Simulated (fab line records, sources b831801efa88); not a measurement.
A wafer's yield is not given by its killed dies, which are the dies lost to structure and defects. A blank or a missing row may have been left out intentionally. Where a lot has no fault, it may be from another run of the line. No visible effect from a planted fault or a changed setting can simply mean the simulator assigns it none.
fab line records + flow sky130
record
- lots=15
- wafers=45
- last-day=50
route steps=708 shown POLY_GATE@228 POLY_CUT@317 PASSIVATION@689
lots untouched by any fault: they come from a run of this same line in which no faults occurred
start-h: start of the lot's first displayed wafer, in hours after the record's first day + wait-h: how many hours have passed since the lot's step before this one + " the same as in the row above + L1.1+2: a row that stands for several wafers + - value missing, or start not given + * or withheld: withheld + < > ~ a bound
route shown NAME@n: names a module that has steps shown in the file, with the first one's number in the route + usual: mean and standard deviation over wafers with no fault + same: alike in all rows + chamber/n: place in a boat + sites: the reading at each site + _std_site: standard deviation of those values + _edge_site: mean of outer sites minus mean of inner sites + radius-mm: for every site, how far away it sits from the centre of the wafer + mask NAME#n: copy n + behind: the most recent tool/chamber to have shaped the wafer + hold: the reason the lot was held/the length of the hold in hours/how it ended + device: the n, p or np transistor that did not switch + end of line: the same wafers' tests at the end of the route + a step without rows: its recipe alone + killed: dies lost to structure and defects at the first sort, not the wafer's yield + map: a wafer's dies, x killed, . not, _ none there
set.NAME: setting as actually run; set.NAME@STEP: the setting as run at that earlier step + model.NAME: the simulator's own value behind a step, which no gauge read
one table for each step of the route and one row for each wafer, over a sample of lots
services: the hour from which a tool's chamber was out of use, counted from the record's first day as start-h (under 0 if before that day), plus the number of hours and why
## steps
# step SKY_POLY_GATE_OVL_MEAS_14
# usual
- POLY_GATE_OVL=3/4.9
| lot.wafer | tool       | chamber | start-h | wait-h | POLY_GATE_OVL[nm] |
|-----------|------------|---------|---------|--------|-------------------|
| L678.2    | overlay-02 | -       | 362.33  | 0.1    | 8                 |
| L678.4    | "          | -       | "       | "      | -1                |
| L678.5    | "          | -       | "       | "      | -3                |
| L679.1    | overlay-02 | -       | 373.78  | 0.1    | -1                |
| L679.3    | "          | -       | "       | "      | 2                 |
| L679.6    | "          | -       | "       | "      | -4                |
| L681.1    | overlay-01 | -       | 379.56  | 0.1    | -1                |
| L681.5    | "          | -       | "       | "      | 9                 |
| L681.6    | "          | -       | "       | "      | 0                 |
| L682.4    | overlay-02 | -       | 395.45  | 0.1    | -1                |
| L682.5    | "          | -       | "       | "      | 1                 |
| L682.6    | "          | -       | "       | "      | 1                 |
| L684.1    | overlay-02 | -       | 436.07  | 0.1    | 1                 |
| L684.4    | "          | -       | "       | "      | 6                 |
| L684.5    | "          | -       | "       | "      | -4                |
| L687.2    | overlay-02 | -       | 448.39  | 0.1    | 1                 |
| L687.4    | "          | -       | "       | "      | 0                 |
| L687.5    | "          | -       | "       | "      | 8                 |
| L688.1    | overlay-01 | -       | 457.87  | 0.1    | 0                 |
| L688.2    | "          | -       | "       | "      | -7                |
| L688.5    | "          | -       | "       | "      | 3                 |
| L689.1    | overlay-01 | -       | 462.83  | 0.1    | 5                 |
| L689.2    | "          | -       | "       | "      | 4                 |
| L689.3    | "          | -       | "       | "      | 11                |
| L690.3    | overlay-01 | -       | 468.32  | 0.1    | 4                 |
| L690.5    | "          | -       | "       | "      | 1                 |
| L690.6    | "          | -       | "       | "      | 2                 |
| L691.2    | overlay-01 | -       | 481.43  | 0.1    | 3                 |
| L691.3    | "          | -       | "       | "      | 8                 |
| L691.5    | "          | -       | "       | "      | -9                |
| L694.2    | overlay-02 | -       | 513.52  | 0.1    | 3                 |
| L694.4    | "          | -       | "       | "      | 3                 |
| L694.6    | "          | -       | "       | "      | -2                |
| L695.3    | overlay-02 | -       | 518.13  | 0.1    | 8                 |
| L695.5    | "          | -       | "       | "      | 4                 |
| L695.6    | "          | -       | "       | "      | -3                |
| L696.1    | overlay-02 | -       | 521.76  | 0.1    | 6                 |
| L696.4    | "          | -       | "       | "      | 14                |
| L696.5    | "          | -       | "       | "      | 10                |
| L700.2    | overlay-01 | -       | 554.82  | 0.1    | 5                 |
| L700.3    | "          | -       | "       | "      | 1                 |
| L700.6    | "          | -       | "       | "      | 5                 |
| L701.2    | overlay-01 | -       | 565.68  | 0.1    | -3                |
| L701.3    | "          | -       | "       | "      | -7                |
| L701.5    | "          | -       | "       | "      | -1                |
# step SKY_POLY_GATE_THK_MEAS_21
# recipe
- reads=SiO2_of_POLY_GATE_OXIDATION_20
# usual
- POLY_GATE_OXIDATION_THK=4.01/0.083
| lot.wafer | tool          | chamber | start-h | wait-h | POLY_GATE_OXIDATION_THK[nm] |
|-----------|---------------|---------|---------|--------|-----------------------------|
| L678.2    | film-metro-02 | -       | 364.06  | 0.0    | 3.98                        |
| L678.4    | "             | -       | "       | "      | 4.04                        |
| L678.5    | "             | -       | "       | "      | 3.95                        |
| L679.1    | film-metro-04 | -       | 376.62  | 0.0    | 4.06                        |
| L679.3    | "             | -       | "       | "      | 4.06                        |
| L679.6    | "             | -       | "       | "      | 4.05                        |
| L681.1    | film-metro-04 | -       | 383.40  | 0.0    | 4.01                        |
| L681.5    | "             | -       | "       | "      | 4.03                        |
| L681.6    | "             | -       | "       | "      | 4.09                        |
| L682.4    | film-metro-02 | -       | 397.75  | 0.0    | 3.98                        |
| L682.5    | "             | -       | "       | "      | 4.02                        |
| L682.6    | "             | -       | "       | "      | 3.99                        |
| L684.1    | film-metro-02 | -       | 437.75  | 0.0    | 4.04                        |
| L684.4    | "             | -       | "       | "      | 3.96                        |
| L684.5    | "             | -       | "       | "      | 4.03                        |
| L687.2    | film-metro-02 | -       | 450.11  | 0.0    | 4.19                        |
| L687.4    | "             | -       | "       | "      | 4.15                        |
| L687.5    | "             | -       | "       | "      | 4.14                        |
| L688.1    | film-metro-02 | -       | 459.67  | 0.0    | 4.02                        |
| L688.2    | "             | -       | "       | "      | 3.99                        |
| L688.5    | "             | -       | "       | "      | 4.07                        |
| L689.1    | film-metro-01 | -       | 464.60  | 0.0    | 4.03                        |
| L689.2    | "             | -       | "       | "      | 3.96                        |
| L689.3    | "             | -       | "       | "      | 4.11                        |
| L690.3    | film-metro-01 | -       | 470.32  | 0.0    | 4.04                        |
| L690.5    | "             | -       | "       | "      | 4.13                        |
| L690.6    | "             | -       | "       | "      | 4.06                        |
| L691.2    | film-metro-01 | -       | 483.11  | 0.0    | 4.04                        |
| L691.3    | "             | -       | "       | "      | 4.15                        |
| L691.5    | "             | -       | "       | "      | 4.00                        |
| L694.2    | film-metro-02 | -       | 517.70  | 0.0    | 4.11                        |
| L694.4    | "             | -       | "       | "      | 3.97                        |
| L694.6    | "             | -       | "       | "      | 4.03                        |
| L695.3    | film-metro-01 | -       | 520.37  | 0.0    | 3.97                        |
| L695.5    | "             | -       | "       | "      | 3.88                        |
| L695.6    | "             | -       | "       | "      | 3.88                        |
| L696.1    | film-metro-04 | -       | 523.43  | 0.0    | 3.98                        |
| L696.4    | "             | -       | "       | "      | 3.94                        |
| L696.5    | "             | -       | "       | "      | 3.96                        |
| L700.2    | film-metro-04 | -       | 556.49  | 0.0    | 3.91                        |
| L700.3    | "             | -       | "       | "      | 3.88                        |
| L700.6    | "             | -       | "       | "      | 3.89                        |
| L701.2    | film-metro-02 | -       | 567.35  | 0.0    | 3.88                        |
| L701.3    | "             | -       | "       | "      | 3.89                        |
| L701.5    | "             | -       | "       | "      | 3.92                        |
# step SKY_POLY_CUT_ETCH_10
# recipe
- chemistry=N2/H2
- target=BARC
- ion-energy-ev=200
- source-w=500
- bias-w=100
- pressure-mtorr=30
- n2-flow-sccm=100
- h2-flow-sccm=200
- stop-on=SiO2
- time-s=45.9
- target-depth-a=600
# usual
- drypump-motor-current-A=5.7/0.34
- oes-product-au=0.856/0.0047
- throttle-valve-pct=13.225/0.0087
# same
- time-s=45.9
| lot.wafer | tool        | chamber | start-h | wait-h | drypump-motor-current-A | oes-product-au | rf-hours-counter-h | throttle-valve-pct |
|-----------|-------------|---------|---------|--------|-------------------------|----------------|--------------------|--------------------|
| L678.2    | rie-diel-01 | 3       | 547.80  | 0.0    | 6.5                     | 0.857          | 67                 | 13.223             |
| L678.4    | "           | 0       | "       | "      | 5.8                     | 0.855          | 45                 | 13.229             |
| L678.5    | "           | 0       | "       | "      | 5.8                     | 0.855          | -                  | 13.228             |
| L679.1    | rie-diel-02 | 1       | 561.39  | 0.0    | 5.9                     | 0.860          | 79                 | 13.219             |
| L679.3    | "           | 3       | "       | "      | 5.5                     | 0.852          | 2                  | 13.220             |
| L679.6    | "           | 1       | "       | "      | 5.9                     | 0.854          | -                  | 13.209             |
| L681.1    | rie-diel-02 | 1       | 568.19  | 0.0    | 5.9                     | 0.854          | 80                 | 13.218             |
| L681.5    | "           | 2       | "       | "      | 6.2                     | 0.860          | -                  | 13.231             |
| L681.6    | "           | 3       | "       | "      | 5.4                     | 0.860          | -                  | 13.224             |
| L682.4    | rie-diel-01 | 0       | 584.48  | 0.0    | 5.8                     | 0.857          | -                  | 13.241             |
| L682.5    | "           | 2       | "       | "      | 5.6                     | 0.858          | -                  | 13.222             |
| L682.6    | "           | 1       | "       | "      | 6.2                     | 0.854          | -                  | 13.227             |
| L684.1    | rie-diel-01 | 0       | 621.49  | 0.0    | 5.8                     | 0.858          | 47                 | 13.229             |
| L684.4    | "           | 1       | "       | "      | 6.2                     | 0.865          | -                  | 13.211             |
| L684.5    | "           | 0       | "       | "      | 5.8                     | 0.855          | -                  | 13.214             |
| L687.2    | rie-diel-03 | 2       | 631.35  | 0.0    | 5.4                     | 0.852          | 6                  | 13.223             |
| L687.4    | "           | 3       | "       | "      | 5.4                     | 0.858          | 3                  | 13.234             |
| L687.5    | "           | 1       | "       | "      | 5.4                     | 0.860          | -                  | 13.221             |
| L688.1    | rie-diel-03 | 0       | 639.85  | 0.0    | 5.6                     | 0.856          | 17                 | 13.220             |
| L688.2    | "           | 1       | "       | "      | 5.4                     | 0.856          | 17                 | 13.215             |
| L688.5    | "           | 1       | "       | "      | 5.4                     | 0.863          | -                  | 13.230             |
| L689.1    | rie-diel-01 | 2       | 645.61  | 0.0    | 5.6                     | 0.854          | 23                 | 13.231             |
| L689.2    | "           | 1       | "       | "      | 6.2                     | 0.855          | 11                 | 13.210             |
| L689.3    | "           | 0       | "       | "      | 5.7                     | 0.855          | 48                 | 13.234             |
| L690.3    | rie-diel-01 | 1       | 651.30  | 0.0    | 6.2                     | 0.866          | 11                 | 13.234             |
| L690.5    | "           | 1       | "       | "      | 6.2                     | 0.852          | -                  | 13.217             |
| L690.6    | "           | 2       | "       | "      | 5.6                     | 0.861          | -                  | 13.210             |
| L691.2    | rie-diel-02 | 1       | 661.44  | 0.0    | 5.9                     | 0.858          | 1                  | 13.232             |
| L691.3    | "           | 0       | "       | "      | 5.2                     | 0.856          | 13                 | 13.213             |
| L691.5    | "           | 1       | "       | "      | 5.9                     | 0.856          | -                  | 13.232             |
| L694.2    | rie-diel-03 | 1       | 692.44  | 0.0    | 5.4                     | 0.860          | 18                 | 13.233             |
| L694.4    | "           | 0       | "       | "      | 5.6                     | 0.858          | 18                 | 13.228             |
| L694.6    | "           | 1       | "       | "      | 5.5                     | 0.848          | -                  | 13.218             |
| L695.3    | rie-diel-01 | 1       | 694.36  | 0.0    | 6.1                     | 0.860          | -                  | 13.217             |
| L695.5    | "           | 1       | "       | "      | 6.2                     | 0.859          | -                  | 13.228             |
| L695.6    | "           | 0       | "       | "      | 5.8                     | 0.849          | -                  | 13.230             |
| L696.1    | rie-diel-01 | 1       | 698.56  | 0.0    | 6.2                     | 0.850          | 13                 | 13.222             |
| L696.4    | "           | 0       | "       | "      | 5.8                     | 0.858          | -                  | 13.221             |
| L696.5    | "           | 0       | "       | "      | 5.8                     | 0.857          | -                  | 13.229             |
| L700.2    | rie-diel-03 | 2       | 731.80  | 0.0    | 5.4                     | 0.866          | 8                  | 13.228             |
| L700.3    | "           | 3       | "       | "      | 5.5                     | 0.857          | 5                  | 13.226             |
| L700.6    | "           | 1       | "       | "      | 5.4                     | 0.852          | -                  | 13.215             |
| L701.2    | rie-diel-02 | 1       | 740.29  | 0.0    | 5.9                     | 0.856          | 2                  | 13.225             |
| L701.3    | "           | 0       | "       | "      | 5.3                     | 0.854          | 15                 | 13.221             |
| L701.5    | "           | 1       | "       | "      | 5.9                     | 0.857          | -                  | 13.215             |
# step SKY_PASSIVATION_EXPOSE_08
# recipe
- mask-id=NSM
- target-cd-nm=3000
- na=0.57
- dose-mj=260
# usual
- exposure-dose-mJ-cm2=260.04/0.24
- focus-offset-nm=0.1/0.58
| lot.wafer | tool             | chamber | start-h | wait-h | mask  | exposure-dose-mJ-cm2 | focus-offset-nm |
|-----------|------------------|---------|---------|--------|-------|----------------------|-----------------|
| L678.2    | iline-stepper-02 | 0       | 1034.31 | -      | NSM#0 | 260.16               | 0.3             |
| L678.4    | "                | 0       | "       | "      | NSM#0 | 260.39               | 0.9             |
| L678.5    | "                | 0       | "       | "      | NSM#0 | 260.33               | 0.5             |
| L679.1    | iline-stepper-01 | 0       | 1044.52 | -      | NSM#0 | 260.09               | 0.6             |
| L679.3    | "                | 0       | "       | "      | NSM#0 | 259.64               | -0.6            |
| L679.6    | "                | 0       | "       | "      | NSM#0 | 259.80               | 0.3             |
| L681.1    | iline-stepper-02 | 0       | 1050.02 | -      | NSM#0 | 260.34               | -0.8            |
| L681.5    | "                | 0       | "       | "      | NSM#0 | 260.43               | -0.9            |
| L681.6    | "                | 0       | "       | "      | NSM#0 | 260.10               | -0.4            |
| L682.4    | iline-stepper-01 | 0       | 1061.03 | -      | NSM#0 | 260.15               | 0.0             |
| L682.5    | "                | 0       | "       | "      | NSM#0 | 259.64               | -0.4            |
| L682.6    | "                | 0       | "       | "      | NSM#0 | 260.12               | -0.4            |
| L684.1    | iline-stepper-02 | 0       | 1084.42 | -      | NSM#0 | 259.88               | -0.5            |
| L684.4    | "                | 0       | "       | "      | NSM#0 | 259.96               | -0.3            |
| L684.5    | "                | 0       | "       | "      | NSM#0 | 259.50               | 0.3             |
| L687.2    | iline-stepper-02 | 0       | 1094.99 | -      | NSM#0 | 259.54               | 0.3             |
| L687.4    | "                | 0       | "       | "      | NSM#0 | 259.94               | 0.5             |
| L687.5    | "                | 0       | "       | "      | NSM#0 | 259.79               | 0.5             |
| L688.1    | iline-stepper-01 | 0       | 1101.92 | -      | NSM#0 | 260.12               | 0.1             |
| L688.2    | "                | 0       | "       | "      | NSM#0 | 259.73               | 1.0             |
| L688.5    | "                | 0       | "       | "      | NSM#0 | 260.58               | 0.8             |
| L689.1    | iline-stepper-02 | 0       | 1103.82 | -      | NSM#0 | 259.89               | -0.1            |
| L689.2    | "                | 0       | "       | "      | NSM#0 | 259.99               | -0.3            |
| L689.3    | "                | 0       | "       | "      | NSM#0 | 259.82               | -0.5            |
| L690.3    | iline-stepper-01 | 0       | 1110.02 | -      | NSM#0 | 259.92               | -0.1            |
| L690.5    | "                | 0       | "       | "      | NSM#0 | 259.81               | 0.6             |
| L690.6    | "                | 0       | "       | "      | NSM#0 | 259.92               | -0.2            |
| L691.2    | iline-stepper-01 | 0       | 1116.83 | -      | NSM#0 | 259.88               | -0.1            |
| L691.3    | "                | 0       | "       | "      | NSM#0 | 260.30               | 0.7             |
| L691.5    | "                | 0       | "       | "      | NSM#0 | 259.89               | 0.7             |
| L694.2    | iline-stepper-02 | -       | 1137.76 | -      | NSM#0 | -                    | -               |
| L694.4    | "                | -       | "       | "      | NSM#0 | -                    | -               |
| L694.6    | "                | -       | "       | "      | NSM#0 | -                    | -               |
| L695.3    | iline-stepper-02 | -       | 1141.04 | -      | NSM#0 | -                    | -               |
| L695.5    | "                | -       | "       | "      | NSM#0 | -                    | -               |
| L695.6    | "                | -       | "       | "      | NSM#0 | -                    | -               |
| L696.1    | iline-stepper-01 | -       | 1141.25 | -      | NSM#0 | -                    | -               |
| L696.4    | "                | -       | "       | "      | NSM#0 | -                    | -               |
| L696.5    | "                | -       | "       | "      | NSM#0 | -                    | -               |
| L700.2    | iline-stepper-02 | 0       | 1162.67 | -      | NSM#0 | 259.46               | -1.0            |
| L700.3    | "                | 0       | "       | "      | NSM#0 | 259.96               | -0.3            |
| L700.6    | "                | 0       | "       | "      | NSM#0 | 260.13               | -0.8            |
| L701.2    | iline-stepper-02 | 0       | 1171.23 | -      | NSM#0 | 260.34               | 0.2             |
| L701.3    | "                | 0       | "       | "      | NSM#0 | 260.26               | -0.1            |
| L701.5    | "                | 0       | "       | "      | NSM#0 | 260.33               | -1.6            |
## services
| tool             | chamber | start-h | hours | kind   |
|------------------|---------|---------|-------|--------|
| iline-stepper-01 | -       | 530.05  | 1.0   | repair |
| rie-diel-01      | 3       | 561.73  | 67.4  | repair |
| rie-diel-01      | -       | 597.91  | 0.1   | repair |
| iline-stepper-01 | -       | 598.22  | 1.7   | pm     |
| rie-diel-01      | 2       | 611.63  | 17.3  | repair |
| iline-stepper-02 | -       | 668.95  | 15.1  | repair |
| rie-diel-01      | 3       | 684.42  | 17.3  | repair |
| rie-diel-01      | 2       | 688.86  | 18.4  | repair |
| rie-diel-01      | 2       | 715.58  | 132.0 | repair |
| iline-stepper-02 | -       | 737.92  | 1.7   | pm     |
| iline-stepper-02 | -       | 767.55  | 2.3   | repair |
| iline-stepper-01 | -       | 778.83  | 2.1   | pm     |
| rie-diel-01      | 1       | 783.46  | 3.8   | repair |
| iline-stepper-01 | -       | 816.40  | 1.7   | pm     |
| iline-stepper-02 | -       | 868.39  | 4.4   | pm     |
| rie-diel-01      | 3       | 902.38  | 2.9   | repair |
| iline-stepper-02 | -       | 954.65  | 13.3  | repair |
| iline-stepper-01 | -       | 959.15  | 21.5  | repair |
| iline-stepper-02 | -       | 980.10  | 1.7   | pm     |
| iline-stepper-02 | -       | 981.76  | 2.1   | pm     |
| iline-stepper-01 | -       | 983.85  | 8.9   | pm     |
| iline-stepper-01 | -       | 1034.58 | 1.7   | pm     |
| rie-diel-01      | 0       | 1041.95 | 8.5   | repair |
| rie-diel-01      | -       | 1154.07 | 2.8   | pm     |
## key
first-sign
- step=SKY_PASSIVATION_EXPOSE_08
- reading=tool-record
- direction=missing
effect none on later readings
met-at SKY_PASSIVATION_EXPOSE_08
struck-lots L694,L695,L696
later-rows-left-out L694.2,L694.4,L694.6,L695.3,L695.5,L695.6,L696.1,L696.4,L696.5
sort-left-out L694.2,L694.4,L694.6,L695.3,L695.5,L695.6,L696.1,L696.4,L696.5
not-acting-at SKY_POLY_GATE_OVL_MEAS_14,SKY_POLY_GATE_THK_MEAS_21,SKY_POLY_CUT_ETCH_10
onset-between 1116.83 1137.76
fault
- kind=skipped-step-whole
- tool=iline-stepper-01,iline-stepper-02
- chamber=-
- onset-h=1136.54
- steps=SKY_PASSIVATION_EXPOSE_08
- scope=struck-lots-only
# sort-left-out: the simulated sort isn't trusted on such a fault, so these wafers' sort isn't shown, and their yield isn't known
# later-rows-left-out: the simulator's readings of these wafers behind a module that went badly wrong aren't trusted and aren't shown, but for the sort
